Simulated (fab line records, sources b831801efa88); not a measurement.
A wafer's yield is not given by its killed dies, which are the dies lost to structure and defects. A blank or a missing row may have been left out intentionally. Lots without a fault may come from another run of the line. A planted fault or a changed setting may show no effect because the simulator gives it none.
fab line records -- flow sfq-line
record: lots: 14, wafers: 42, last-day: 88
route steps=325 shown M0@29 JJ@180
lots untouched by any fault: they come from a run of this same line in which no faults occurred
start-h: start of the lot's first displayed wafer, in hours after the record's first day -- wait-h: hours from the lot's prior step to this one -- " unchanged from the row above -- L1.1+2: a single row standing in for several wafers -- - no value, or no start was given -- * or withheld: withheld -- < > ~ a bound
route shown NAME@n: a module of which the file shows steps, and the number in the route of the first -- usual: average and standard deviation across the fault-free wafers -- same: alike in all rows -- chamber/n: place in a boat -- sites: each site's reading -- _std_site: the standard deviation of these -- _edge_site: inner sites' mean taken away from outer sites' mean -- radius-mm: how far each site lies from the wafer's centre -- mask NAME#n: copy n -- behind: the last tool/chamber to shape the wafer -- hold: what put the lot on hold/how long, in hours/how the hold closed -- device: names the non-switching transistor (n, p or np) -- end of line: the tests these same wafers got at the end of their route -- a step with no rows: only its recipe -- killed: count of dies lost to structure and defects at first sort (not the wafer's yield) -- map: the dies of a wafer, with x for killed, . for not killed, _ for no die there
set.NAME: the setting as run; set.NAME@STEP: as run at that earlier step -- model.NAME: the simulator's own value behind a step, which no gauge read
steps of the route over a sample of lots; a table a step, a row a wafer
services: a tool's chamber out of use, with start hour (start-h, from the record's first day; less than 0 if before it), hours out, and reason
== steps ==
step: SFQ_TRILAYER_M0_DEP_SPUTTER_019
recipe: material: Nb, base-pressure-pa: 1.33e-06, chamber-pressure-pa: 0.1333, substrate-temp-c: 20, resputter-cathode-voltage-v: 400, target-thk-nm: 200, power-w: 2000, time-s: 133.3
usual: chamber-pressure-pa: 0.1333/0.00021, throttle-valve-pct: 30.0/1
lot.wafer,tool,chamber,start-h,wait-h,chamber-pressure-pa,throttle-valve-pct
L771.1,pvd-sputter-04,-,157.39,0.0,0.13339,29.3
L771.4,pvd-sputter-04,-,157.39,0.0,0.13325,29.5
L771.5,pvd-sputter-04,-,157.39,0.0,0.13352,29.4
L772.1,pvd-sputter-04,-,166.79,0.0,0.1335,27.5
L772.3,pvd-sputter-04,-,166.79,0.0,0.13374,30.0
L772.5,pvd-sputter-04,-,166.79,0.0,0.13338,29.6
L775.1,pvd-sputter-05,-,195.49,0.0,0.13376,30.5
L775.2,pvd-sputter-05,-,195.49,0.0,0.13333,30.0
L775.3,pvd-sputter-05,-,195.49,0.0,0.13307,29.0
L776.2,pvd-sputter-06,-,203.89,0.0,0.13328,30.9
L776.3,pvd-sputter-06,-,203.89,0.0,0.13352,30.5
L776.5,pvd-sputter-06,-,203.89,0.0,0.13311,30.3
L781.1,pvd-sputter-06,-,242.20,0.0,0.13338,30.5
L781.5,pvd-sputter-06,-,242.20,0.0,0.1334,31.1
L781.6,pvd-sputter-06,-,242.20,0.0,0.13337,30.5
L782.3,pvd-sputter-06,-,248.22,0.0,0.13324,30.5
L782.4,pvd-sputter-06,-,248.22,0.0,0.13346,30.4
L782.6,pvd-sputter-06,-,248.22,0.0,0.13285,31.1
L784.1,pvd-sputter-05,-,259.00,0.0,0.13299,30.1
L784.2,pvd-sputter-05,-,259.00,0.0,0.13336,30.3
L784.3,pvd-sputter-05,-,259.00,0.0,0.13365,29.4
L786.1,pvd-sputter-05,-,273.53,0.0,0.13324,28.2
L786.2,pvd-sputter-05,-,273.53,0.0,0.13335,29.3
L786.4,pvd-sputter-05,-,273.53,0.0,0.13307,30.2
L787.2,pvd-sputter-04,-,281.05,0.0,0.13352,30.9
L787.5,pvd-sputter-04,-,281.05,0.0,0.13345,29.2
L787.6,pvd-sputter-04,-,281.05,0.0,0.13334,30.9
L788.1,pvd-sputter-05,-,288.93,0.0,0.13344,30.0
L788.2,pvd-sputter-05,-,288.93,0.0,0.13382,29.4
L788.4,pvd-sputter-05,-,288.93,0.0,0.13299,28.3
L789.2,pvd-sputter-04,-,299.50,0.0,0.13284,27.4
L789.3,pvd-sputter-04,-,299.50,0.0,0.13327,29.5
L789.6,pvd-sputter-04,-,299.50,0.0,0.13336,31.0
L790.3,pvd-sputter-05,-,308.09,0.0,0.13334,29.1
L790.5,pvd-sputter-05,-,308.09,0.0,0.13356,30.0
L790.6,pvd-sputter-05,-,308.09,0.0,0.13276,30.4
L793.1,pvd-sputter-06,-,334.82,0.0,0.13327,30.4
L793.2,pvd-sputter-06,-,334.82,0.0,0.13318,31.1
L793.4,pvd-sputter-06,-,334.82,0.0,0.13343,30.8
L794.1,pvd-sputter-04,-,339.02,0.0,0.133,30.7
L794.2,pvd-sputter-04,-,339.02,0.0,0.13326,27.4
L794.5,pvd-sputter-04,-,339.02,0.0,0.13322,29.3
step: SFQ_M0_RS_MEAS_904
recipe: thk-meas-gauge: four-point-probe, reads: Nb_of_TRILAYER_M0_DEP_SPUTTER_019
usual: M0_NB_RS: 0.880/0.0096
lot.wafer,tool,chamber,start-h,wait-h,hold,M0_NB_RS[ohm/sq]
L771.1,film-metro-04,-,157.48,0.0,-,0.881
L771.4,film-metro-04,-,157.48,0.0,-,0.889
L771.5,film-metro-04,-,157.48,0.0,-,0.874
L772.1,film-metro-03,-,166.88,0.0,-,0.888
L772.3,film-metro-03,-,166.88,0.0,-,0.891
L772.5,film-metro-03,-,166.88,0.0,-,0.894
L775.1,film-metro-04,-,195.58,0.0,-,0.890
L775.2,film-metro-04,-,195.58,0.0,-,0.900
L775.3,film-metro-04,-,195.58,0.0,-,0.884
L776.2,film-metro-04,-,204.00,0.1,-,0.883
L776.3,film-metro-04,-,204.00,0.1,-,0.887
L776.5,film-metro-04,-,204.00,0.1,-,0.879
L781.1,film-metro-01,-,242.29,0.0,await-dispo/0.2h/release,0.599
L781.5,film-metro-01,-,242.29,0.0,await-dispo/0.2h/release,0.875
L781.6,film-metro-01,-,242.29,0.0,await-dispo/0.2h/release,0.891
L781.1,film-metro-01,-,242.58,0.3,-,0.599
L781.5,film-metro-01,-,242.58,0.3,-,0.875
L781.6,film-metro-01,-,242.58,0.3,-,0.894
L782.3,film-metro-01,-,248.35,0.1,await-dispo/0.2h/release,0.887
L782.4,film-metro-01,-,248.35,0.1,await-dispo/0.2h/release,0.606
L782.6,film-metro-01,-,248.35,0.1,await-dispo/0.2h/release,0.874
L782.3,film-metro-01,-,248.64,0.3,-,0.886
L782.4,film-metro-01,-,248.64,0.3,-,0.604
L782.6,film-metro-01,-,248.64,0.3,-,0.875
L784.1,film-metro-04,-,259.09,0.0,-,0.875
L784.2,film-metro-04,-,259.09,0.0,-,0.871
L784.3,film-metro-04,-,259.09,0.0,-,0.872
L786.1,film-metro-01,-,273.62,0.0,-,0.877
L786.2,film-metro-01,-,273.62,0.0,-,0.888
L786.4,film-metro-01,-,273.62,0.0,-,0.881
L787.2,film-metro-03,-,281.16,0.1,-,0.872
L787.5,film-metro-03,-,281.16,0.1,-,0.863
L787.6,film-metro-03,-,281.16,0.1,-,0.878
L788.1,film-metro-01,-,289.02,0.0,-,0.902
L788.2,film-metro-01,-,289.02,0.0,-,0.881
L788.4,film-metro-01,-,289.02,0.0,-,0.875
L789.2,film-metro-04,-,299.61,0.1,-,0.876
L789.3,film-metro-04,-,299.61,0.1,-,0.877
L789.6,film-metro-04,-,299.61,0.1,-,0.881
L790.3,film-metro-01,-,308.22,0.1,-,0.875
L790.5,film-metro-01,-,308.22,0.1,-,0.883
L790.6,film-metro-01,-,308.22,0.1,-,0.876
L793.1,film-metro-04,-,334.91,0.0,-,0.885
L793.2,film-metro-04,-,334.91,0.0,-,0.880
L793.4,film-metro-04,-,334.91,0.0,-,0.880
L794.1,film-metro-04,-,339.11,0.0,-,0.900
L794.2,film-metro-04,-,339.11,0.0,-,0.894
L794.5,film-metro-04,-,339.11,0.0,-,0.891
step: SFQ_M0_OVL_MEAS_906
usual: M0_OVL: 1/5.4
lot.wafer,tool,chamber,start-h,wait-h,M0_OVL[nm]
L771.1,overlay-01,-,264.08,0.1,-2
L771.4,overlay-01,-,264.08,0.1,-5
L771.5,overlay-01,-,264.08,0.1,-2
L772.1,overlay-02,-,273.81,0.1,-7
L772.3,overlay-02,-,273.81,0.1,1
L772.5,overlay-02,-,273.81,0.1,-4
L775.1,overlay-02,-,308.18,0.1,-1
L775.2,overlay-02,-,308.18,0.1,-8
L775.3,overlay-02,-,308.18,0.1,4
L776.2,overlay-01,-,314.19,0.1,-7
L776.3,overlay-01,-,314.19,0.1,-3
L776.5,overlay-01,-,314.19,0.1,-4
L781.1,overlay-01,-,355.61,0.1,8
L781.5,overlay-01,-,355.61,0.1,5
L781.6,overlay-01,-,355.61,0.1,7
L782.3,overlay-01,-,363.86,0.1,7
L782.4,overlay-01,-,363.86,0.1,2
L782.6,overlay-01,-,363.86,0.1,7
L784.1,overlay-01,-,378.24,0.1,-2
L784.2,overlay-01,-,378.24,0.1,2
L784.3,overlay-01,-,378.24,0.1,-10
L786.1,overlay-01,-,395.34,0.1,2
L786.2,overlay-01,-,395.34,0.1,-3
L786.4,overlay-01,-,395.34,0.1,-10
L787.2,overlay-02,-,401.51,0.1,0
L787.5,overlay-02,-,401.51,0.1,6
L787.6,overlay-02,-,401.51,0.1,4
L788.1,overlay-02,-,409.91,0.1,-4
L788.2,overlay-02,-,409.91,0.1,0
L788.4,overlay-02,-,409.91,0.1,-4
L789.2,overlay-02,-,426.71,0.1,2
L789.3,overlay-02,-,426.71,0.1,5
L789.6,overlay-02,-,426.71,0.1,4
L790.3,overlay-01,-,435.92,0.1,7
L790.5,overlay-01,-,435.92,0.1,0
L790.6,overlay-01,-,435.92,0.1,2
L793.1,overlay-01,-,470.70,0.1,6
L793.2,overlay-01,-,470.70,0.1,-4
L793.4,overlay-01,-,470.70,0.1,-7
L794.1,overlay-01,-,477.90,0.1,-5
L794.2,overlay-01,-,477.90,0.1,3
L794.5,overlay-01,-,477.90,0.1,-4
step: SFQ_TRILAYER_M0_ETCH_METAL_ETCH_024
recipe: target: Nb, stop-on: SiO2, mask-material: PR, chemistry: Cl2/Ar, target-depth-nm: 240, icp-w: 600, bias-w: 80, pressure-mtorr: 10, time-s: 120
usual: drypump-motor-current-A: 5.67/0.17, oes-product-au: 0.900/0.0073
lot.wafer,tool,chamber,start-h,wait-h,drypump-motor-current-A,oes-product-au,rf-hours-counter-h
L771.1,rie-metal-01,0,264.18,0.0,5.59,0.895,133
L771.4,rie-metal-01,1,264.18,0.0,5.62,0.893,-
L771.5,rie-metal-01,0,264.18,0.0,5.58,0.900,-
L772.1,rie-metal-04,0,273.90,0.0,5.78,0.884,59
L772.3,rie-metal-04,0,273.90,0.0,5.77,0.891,-
L772.5,rie-metal-04,1,273.90,0.0,5.94,0.884,-
L775.1,rie-metal-04,0,308.28,0.0,5.76,0.896,64
L775.2,rie-metal-04,1,308.28,0.0,5.94,0.898,51
L775.3,rie-metal-04,0,308.28,0.0,5.78,0.896,-
L776.2,rie-metal-04,0,314.28,0.0,5.78,0.896,65
L776.3,rie-metal-04,0,314.28,0.0,5.79,0.894,-
L776.5,rie-metal-04,1,314.28,0.0,5.94,0.901,-
L781.1,rie-metal-02,1,355.70,0.0,5.38,1.003,1
L781.5,rie-metal-02,0,355.70,0.0,5.68,0.900,-
L781.6,rie-metal-02,1,355.70,0.0,5.35,0.901,-
L782.3,rie-metal-02,0,363.98,0.1,5.71,0.900,-
L782.4,rie-metal-02,1,363.98,0.1,5.38,0.999,-
L782.6,rie-metal-02,0,363.98,0.1,5.72,0.907,-
L784.1,rie-metal-02,0,378.34,0.0,5.68,0.905,97
L784.2,rie-metal-02,1,378.34,0.0,5.39,0.900,4
L784.3,rie-metal-02,0,378.34,0.0,5.72,0.905,-
L786.1,rie-metal-02,0,395.50,0.1,5.68,0.899,99
L786.2,rie-metal-02,0,395.50,0.1,5.67,0.904,-
L786.4,rie-metal-02,0,395.50,0.1,5.67,0.902,-
L787.2,rie-metal-01,0,401.60,0.0,5.60,0.912,151
L787.5,rie-metal-01,0,401.60,0.0,5.60,0.911,-
L787.6,rie-metal-01,1,401.60,0.0,5.61,0.895,-
L788.1,rie-metal-04,0,410.00,0.0,5.78,0.892,78
L788.2,rie-metal-04,1,410.00,0.0,5.94,0.897,65
L788.4,rie-metal-04,1,410.00,0.0,5.92,0.904,-
L789.2,rie-metal-04,0,426.80,0.0,5.77,0.898,80
L789.3,rie-metal-04,1,426.80,0.0,5.94,0.905,-
L789.6,rie-metal-04,0,426.80,0.0,5.79,0.895,-
L790.3,rie-metal-02,0,436.05,0.1,5.67,0.903,-
L790.5,rie-metal-02,0,436.05,0.1,5.69,0.896,-
L790.6,rie-metal-02,1,436.05,0.1,5.41,0.897,-
L793.1,rie-metal-01,1,470.80,0.0,5.59,0.905,81
L793.2,rie-metal-01,0,470.80,0.0,5.58,0.903,160
L793.4,rie-metal-01,0,470.80,0.0,5.57,0.903,-
L794.1,rie-metal-02,0,478.00,0.0,5.72,0.891,111
L794.2,rie-metal-02,1,478.00,0.0,5.39,0.890,14
L794.5,rie-metal-02,1,478.00,0.0,5.38,0.894,-
step: SFQ_TRILAYER_JJ_TRILAYER_DEP_SPUTTER_110
recipe: material: Al, base-pressure-pa: 1.33e-06, target-thk-nm: 8, power-w: 500, time-s: 10, chamber-pressure-pa: 0.4
usual: chamber-pressure-pa: 0.4000/0.00071, throttle-valve-pct: 30.1/0.8
lot.wafer,tool,chamber,start-h,wait-h,chamber-pressure-pa,throttle-valve-pct
L771.1,pvd-sputter-05,-,1228.36,0.0,0.4000,28.3
L771.4,pvd-sputter-05,-,1228.36,0.0,0.4009,30.5
L771.5,pvd-sputter-05,-,1228.36,0.0,0.3996,29.3
L772.1,pvd-sputter-06,-,1262.03,0.0,0.3998,31.0
L772.3,pvd-sputter-06,-,1262.03,0.0,0.3997,30.5
L772.5,pvd-sputter-06,-,1262.03,0.0,0.4003,31.0
L775.1,pvd-sputter-03,-,1271.63,0.0,0.4006,30.4
L775.2,pvd-sputter-03,-,1271.63,0.0,0.3991,29.2
L775.3,pvd-sputter-03,-,1271.63,0.0,0.4003,29.1
L776.2,pvd-sputter-06,-,1309.99,0.0,0.3997,31.4
L776.3,pvd-sputter-06,-,1309.99,0.0,0.4000,30.2
L776.5,pvd-sputter-06,-,1309.99,0.0,0.4000,30.5
L781.1,pvd-sputter-06,-,1321.09,0.0,0.3995,30.6
L781.5,pvd-sputter-06,-,1321.09,0.0,0.4000,30.5
L781.6,pvd-sputter-06,-,1321.09,0.0,0.4000,31.1
L782.3,pvd-sputter-05,-,1324.09,0.0,0.3998,29.9
L782.4,pvd-sputter-05,-,1324.09,0.0,0.3993,28.4
L782.6,pvd-sputter-05,-,1324.09,0.0,0.3988,29.4
L784.1,pvd-sputter-05,-,1328.96,0.0,0.3989,30.3
L784.2,pvd-sputter-05,-,1328.96,0.0,0.4004,29.5
L784.3,pvd-sputter-05,-,1328.96,0.0,0.4006,28.4
L786.1,pvd-sputter-03,-,1339.11,0.0,0.3996,29.7
L786.2,pvd-sputter-03,-,1339.11,0.0,0.4013,29.3
L786.4,pvd-sputter-03,-,1339.11,0.0,0.3996,30.3
L787.2,pvd-sputter-06,-,1345.09,0.0,0.4008,30.7
L787.5,pvd-sputter-06,-,1345.09,0.0,0.4008,31.1
L787.6,pvd-sputter-06,-,1345.09,0.0,0.4017,30.1
L788.1,pvd-sputter-05,-,1452.86,0.0,0.3998,28.5
L788.2,pvd-sputter-05,-,1452.86,0.0,0.4021,29.9
L788.4,pvd-sputter-05,-,1452.86,0.0,0.3979,29.3
L789.2,pvd-sputter-03,-,1496.06,0.0,0.3992,29.3
L789.3,pvd-sputter-03,-,1496.06,0.0,0.4001,29.9
L789.6,pvd-sputter-03,-,1496.06,0.0,0.3992,29.2
L790.3,pvd-sputter-06,-,1522.62,0.0,0.4006,30.9
L790.5,pvd-sputter-06,-,1522.62,0.0,0.3995,30.5
L790.6,pvd-sputter-06,-,1522.62,0.0,0.4012,31.3
L793.1,pvd-sputter-03,-,1552.58,0.0,0.4010,30.2
L793.2,pvd-sputter-03,-,1552.58,0.0,0.3994,29.8
L793.4,pvd-sputter-03,-,1552.58,0.0,0.3995,28.9
L794.1,pvd-sputter-06,-,1653.51,0.0,0.3989,31.2
L794.2,pvd-sputter-06,-,1653.51,0.0,0.4007,31.0
L794.5,pvd-sputter-06,-,1653.51,0.0,0.4007,30.3
step: SFQ_JJ_OVL_MEAS_931
usual: J5_OVL: -3/4.8
lot.wafer,tool,chamber,start-h,wait-h,J5_OVL[nm]
L771.1,overlay-01,-,1299.33,0.1,-5
L771.4,overlay-01,-,1299.33,0.1,-11
L771.5,overlay-01,-,1299.33,0.1,-7
L772.1,overlay-01,-,1302.94,0.1,8
L772.3,overlay-01,-,1302.94,0.1,7
L772.5,overlay-01,-,1302.94,0.1,3
L775.1,overlay-01,-,1306.53,0.1,-6
L775.2,overlay-01,-,1306.53,0.1,-4
L775.3,overlay-01,-,1306.53,0.1,-4
L776.2,overlay-02,-,1419.40,0.1,-5
L776.3,overlay-02,-,1419.40,0.1,-4
L776.5,overlay-02,-,1419.40,0.1,0
L781.1,overlay-02,-,1433.79,0.1,0
L781.5,overlay-02,-,1433.79,0.1,-5
L781.6,overlay-02,-,1433.79,0.1,-4
L782.3,overlay-01,-,1437.40,0.1,-11
L782.4,overlay-01,-,1437.40,0.1,-6
L782.6,overlay-01,-,1437.40,0.1,-10
L784.1,overlay-01,-,1442.19,0.1,1
L784.2,overlay-01,-,1442.19,0.1,4
L784.3,overlay-01,-,1442.19,0.1,1
L786.1,overlay-02,-,1450.59,0.1,-2
L786.2,overlay-02,-,1450.59,0.1,-10
L786.4,overlay-02,-,1450.59,0.1,-6
L787.2,overlay-01,-,1456.60,0.1,-6
L787.5,overlay-01,-,1456.60,0.1,-4
L787.6,overlay-01,-,1456.60,0.1,-5
L788.1,overlay-01,-,1457.92,0.1,3
L788.2,overlay-01,-,1457.92,0.1,1
L788.4,overlay-01,-,1457.92,0.1,-1
L789.2,overlay-02,-,1499.60,0.1,0
L789.3,overlay-02,-,1499.60,0.1,2
L789.6,overlay-02,-,1499.60,0.1,-2
L790.3,overlay-02,-,1526.28,0.1,-8
L790.5,overlay-02,-,1526.28,0.1,-4
L790.6,overlay-02,-,1526.28,0.1,-6
L793.1,overlay-01,-,1556.11,0.1,-2
L793.2,overlay-01,-,1556.11,0.1,-5
L793.4,overlay-01,-,1556.11,0.1,-9
L794.1,overlay-02,-,1775.46,0.1,-6
L794.2,overlay-02,-,1775.46,0.1,-2
L794.5,overlay-02,-,1775.46,0.1,-4
== services ==
tool,chamber,start-h,hours,kind
pvd-sputter-06,-,162.84,2.8,repair
pvd-sputter-06,-,260.02,4.7,repair
pvd-sputter-06,-,315.86,0.6,repair
pvd-sputter-05,-,558.87,0.8,repair
pvd-sputter-05,-,575.20,5.0,repair
pvd-sputter-05,-,648.84,1.4,repair
pvd-sputter-05,-,738.11,7.3,repair
pvd-sputter-05,-,792.20,1.1,repair
pvd-sputter-06,-,818.52,0.9,repair
pvd-sputter-05,-,822.05,8.3,repair
pvd-sputter-06,-,902.04,0.5,repair
pvd-sputter-06,-,935.86,0.5,repair
pvd-sputter-06,-,1036.80,2.1,repair
pvd-sputter-05,-,1118.36,0.9,repair
pvd-sputter-05,-,1214.02,5.2,repair
pvd-sputter-06,-,1228.81,0.6,repair
pvd-sputter-05,-,1257.96,4.9,repair
pvd-sputter-06,-,1287.46,3.6,repair
pvd-sputter-05,-,1298.58,2.7,repair
pvd-sputter-05,-,1351.88,25.4,repair
pvd-sputter-05,-,1458.54,10.3,repair
pvd-sputter-05,-,1524.24,2.1,repair
pvd-sputter-05,-,1600.51,5.0,repair
pvd-sputter-05,-,1641.96,2.7,repair
== key ==
first-sign: step: SFQ_M0_RS_MEAS_904, reading: visit, direction: added
effect: step: SFQ_M0_RS_MEAS_904, reading: M0_NB_RS, direction: down, sigmas: 29, usual: 0.880, struck: 0.602
effect: step: SFQ_TRILAYER_M0_ETCH_METAL_ETCH_024, reading: oes-product-au, direction: up, sigmas: 14, usual: 0.900, struck: 1.001
met-at SFQ_TRILAYER_M0_DEP_SPUTTER_019
struck-lots L781,L782
struck-wafers L781.1,L782.4
not-acting-at SFQ_M0_OVL_MEAS_906,SFQ_TRILAYER_JJ_TRILAYER_DEP_SPUTTER_110,SFQ_JJ_OVL_MEAS_931
onset-between 203.89 242.20
fault: kind: process-parameter-drift, tool: pvd-sputter-06, chamber: -, onset-h: 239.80, steps: SFQ_TRILAYER_M0_DEP_SPUTTER_019, channel: target-thk-nm, offset: 95.231, shape: step, end-h: 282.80, scope: struck-wafers-only, acts-in: these-recipes-only, stated: 200
